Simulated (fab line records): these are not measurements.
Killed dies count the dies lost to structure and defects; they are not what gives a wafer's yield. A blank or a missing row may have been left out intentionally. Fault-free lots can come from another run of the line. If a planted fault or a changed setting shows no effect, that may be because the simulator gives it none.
Struck lot and sound lot, side by side | flow sky130 | 31 out of 708 route steps
Sound: wafers L994.2, L994.4, L994.6. Struck: wafer L104.6 (L104.1, L104.4, from the same lot, were not struck and are left out); the cause is given at the end.
Each step with rows lists, per side, the tool, then ch with its chambers, then its first start. Under that, the readings that differ: sound wafers | struck wafers | difference of the means | sigmas: that difference in standard deviations of wafers without a fault.
alike: words and numbers the same on both sides, and readings whose means are apart by under 2 such deviations; not compared: readings that were withheld, readings missing a value for some wafer, numbers with overlapping values and no deviation given by the record, and bounds like >300 which may hide the same value.
A row with sigmas, a row that says differs or no value, or rows on one side alone: a step with any of these is where the two part. Numbers that don't overlap but have no deviation are shown without sigmas and don't part them. Lack of a reading on every wafer of one side parts them only where that side has two or more wafers.

SKY_LI_CONTACT_OVL_MEAS_13:
  struck on overlay-01, day 34 23:23; sound on overlay-01, day 30 23:51
  alike: LI_CONTACT_OVL
SKY_LI_CONTACT_ETCH_14: etches BARC in N2/H2, stops on SiO2, time 45.9 s, target depth 60 nm.
  sound on rie_diel-03 ch 1,2, day 30 23:53; struck on rie_diel-02 ch 3, day 34 23:26
  reading                     | sound       | struck | difference | sigmas
  drypump_motor_current_A (A) | 4.9 5.7 4.9 | 5.9    | +0.7       | +2
  alike: oes_product_au, throttle_valve_pct
  not compared: rf_hours_counter_h
then, 4 steps without rows for these wafers: SKY_LI_CONTACT_ETCH_15 (etches PSG in C4F8/O2/Ar, stops on Si, target depth 600 nm); SKY_LI_CONTACT_STRIP_16 (strips in O2/N2); SKY_LI_CONTACT_CLEAN_17 (cleans in NMP, time 600 s); SKY_LI_CONTACT_PRE_CLEAN_18 (time 5.6 s).
SKY_LI_CONTACT_SPUTTER_19: material Ti, target thk 20 nm, time 106.37 s.
  struck on pvd_sputter-02, day 34 23:51; sound on pvd_sputter-04, day 31 00:18
  reading                | sound          | struck | difference | sigmas
  throttle_valve_pct (%) | 32.1 32.7 31.9 | 29.7   | -2.5       | -2
  alike: chamber_pressure_pa
SKY_LI_CONTACT_SPUTTER_20: material TiN, target thk 20 nm, time 80 s.
  struck on pvd_sputter-02, day 34 23:55; sound on pvd_sputter-04, day 31 00:22
  reading                | sound          | struck | difference | sigmas
  throttle_valve_pct (%) | 31.9 32.4 31.9 | 29.6   | -2.5       | -2
  alike: chamber_pressure_pa
then, 1 step without rows for these wafers: SKY_LI_CONTACT_CVD_21 (deposits W, target thk 400 nm, time 120.56 s).
SKY_LI_CONTACT_RS_MEAS_22: a four-point-probe measurement.
  struck on film_metro-02, day 35 00:07; sound on film_metro-01, day 31 00:35
  alike: LI_CONTACT_W_RS
SKY_LI_CONTACT_THK_MEAS_23: measures by xrf.
  struck on film_metro-02, day 35 00:14; sound on film_metro-01, day 31 00:41
  alike: LI_CONTACT_W_THK
SKY_LI_CONTACT_CMP_24: polishes, stops on PSG, t overpolish 20 s, target thk 0 nm.
  sound on cmp-02 ch 0,2, day 31 00:44; struck on cmp-01 ch 1, day 35 00:17
  reading              | sound                | struck | difference | sigmas
  overpolish_run_s (s) | 20.006 20.005 20.005 | 19.984 | -0.021     | -2
  alike: motor_current_A, time_to_endpoint_s
SKY_LOCAL_INTERCONNECT_SPUTTER_00: material TiN, target thk 100 nm, time 83.3 s.
  struck on pvd_sputter-03, day 35 00:35; sound on pvd_sputter-01, day 31 01:02
  reading                                                | sound             | struck | difference | sigmas
  throttle_valve_pct (%)                                 | 28.5 29.0 28.4    | 32.6   | +4.0       | +2
  model.TiN_of_LOCAL_INTERCONNECT_SPUTTER_00.thk_nm (nm) | 102.1 101.4 101.7 | 92.79  | -8.94      |
  alike: chamber_pressure_pa
SKY_LOCAL_INTERCONNECT_RS_MEAS_01: a four-point-probe measurement.
  struck on film_metro-04, day 35 00:39; sound on film_metro-04, day 31 01:07
  reading                            | sound             | struck | difference | sigmas
  LOCAL_INTERCONNECT_TIN_RS (ohm/sq) | 13.85 13.93 13.89 | 15.32  | +1.43      | +9
SKY_LOCAL_INTERCONNECT_THK_MEAS_02: measures by xrf.
  struck on film_metro-04, day 35 00:46; sound on film_metro-04, day 31 01:14
  reading                         | sound             | struck | difference | sigmas
  LOCAL_INTERCONNECT_TIN_THK (nm) | 102.7 102.0 102.4 | 92.6   | -9.8       | -8
then, 8 steps without rows for these wafers: SKY_LOCAL_INTERCONNECT_DEHYDRATE_03 (time 60 s); SKY_LOCAL_INTERCONNECT_HMDS_04 (prime time 60 s); SKY_LOCAL_INTERCONNECT_COAT_05 (resist thk 60 nm); SKY_LOCAL_INTERCONNECT_COAT_06 (resist thk 450 nm); SKY_LOCAL_INTERCONNECT_SOFTBAKE_07 (time 90 s); SKY_LOCAL_INTERCONNECT_EXPOSE_08 (exposes mask LI1M, target cd 170 nm); SKY_LOCAL_INTERCONNECT_PEB_09; SKY_LOCAL_INTERCONNECT_DEVELOP_10 (develop time 60 s).
SKY_LOCAL_INTERCONNECT_CD_MEAS_11: target cd 170 nm.
  struck on cd_sem-01, day 36 03:14; sound on cd_sem-01, day 32 05:19
  alike: cd_nm
SKY_LOCAL_INTERCONNECT_OVL_MEAS_12:
  struck on overlay-01, day 36 03:22; sound on overlay-02, day 32 05:25
  alike: LOCAL_INTERCONNECT_OVL
then, 1 step without rows for these wafers: SKY_LOCAL_INTERCONNECT_ETCH_13 (etches BARC in N2/H2, stops on SiO2, time 45.9 s, target depth 60 nm).
SKY_LOCAL_INTERCONNECT_METAL_ETCH_14: etches TiN in Cl2/BCl3, stops on PSG, target depth 110 nm, time 31.4 s.
  sound on rie_metal-02 ch 0,1, day 32 05:31; struck on rie_metal-01 ch 1, day 36 03:28
  reading                | sound                | struck | difference | sigmas
  oes_product_au (a.u.)  | 0.954 0.949 0.952    | 0.902  | -0.050     | -6
  throttle_valve_pct (%) | 21.897 21.898 21.884 | 21.939 | +0.046     | +5
  alike: drypump_motor_current_A, he_backside_leak_sccm
  not compared: rf_hours_counter_h
SKY_LOCAL_INTERCONNECT_STRIP_15: strips in O2/N2.
  sound on plasma_asher-04 ch 0,1, day 32 05:34; struck on plasma_asher-03 ch 1, day 36 03:31
  reading                      | sound             | struck | difference | sigmas
  strip_time_to_endpoint_s (s) | 4.692 4.701 4.679 | 4.782  | +0.091     | +4
  alike: drypump_motor_current_A, o2_flow_sccm, oes_product_au
  not compared: rf_hours_counter_h
SKY_LOCAL_INTERCONNECT_STRIP_16: strips in post etch residue remover, time 1200 s.
  sound on wet_bench-03 ch 2, day 32 05:40; struck on wet_bench-01 ch 3, day 36 03:37
  reading                                                | sound             | struck | difference | sigmas
  bath_guard_temp_C (C)                                  | 72.1 71.9 72.1    | 72.9   | +0.9       | +2
  model.TiN_of_LOCAL_INTERCONNECT_SPUTTER_00.thk_nm (nm) | 101.7 100.9 101.3 | 92.37  | -8.93      |
then, 1 step without rows for these wafers: SKY_LOCAL_INTERCONNECT_CLEAN_17 (cleans in IPA, time 180 s).
-- record jumps: 14 days separate the struck wafers' starts on either side; left off in module LOCAL_INTERCONNECT, taken up again in module PAD_OPEN, whose first shown step is the route's number 708 --
SKY_PAD_OPEN_PROBE_99:
  struck on prober-02, day 49 22:17; sound on prober-02, day 47 05:53
  reading                        | sound             | struck | difference | sigmas
  model.etest.res_li.line_ohm_um | 74.99 74.83 74.41 | 81.03  | +6.29      |
  model.etest.res_li.rs_ohm_sq   | 12.52 12.7 12.6   | 13.75  | +1.14      |
  alike: killed_at_M0_to_M3, killed_at_M4_up, killed_at_contacts, killed_at_front_end, killed_at_other, killed_dies, killed_open, killed_short

WHERE THEY PART
Last at SKY_LOCAL_INTERCONNECT_STRIP_16 as far as this record goes, first at SKY_LI_CONTACT_ETCH_14. Later steps at which nothing parts them and some readings are alike: SKY_PAD_OPEN_PROBE_99.

WHY: what had been put in by the simulator
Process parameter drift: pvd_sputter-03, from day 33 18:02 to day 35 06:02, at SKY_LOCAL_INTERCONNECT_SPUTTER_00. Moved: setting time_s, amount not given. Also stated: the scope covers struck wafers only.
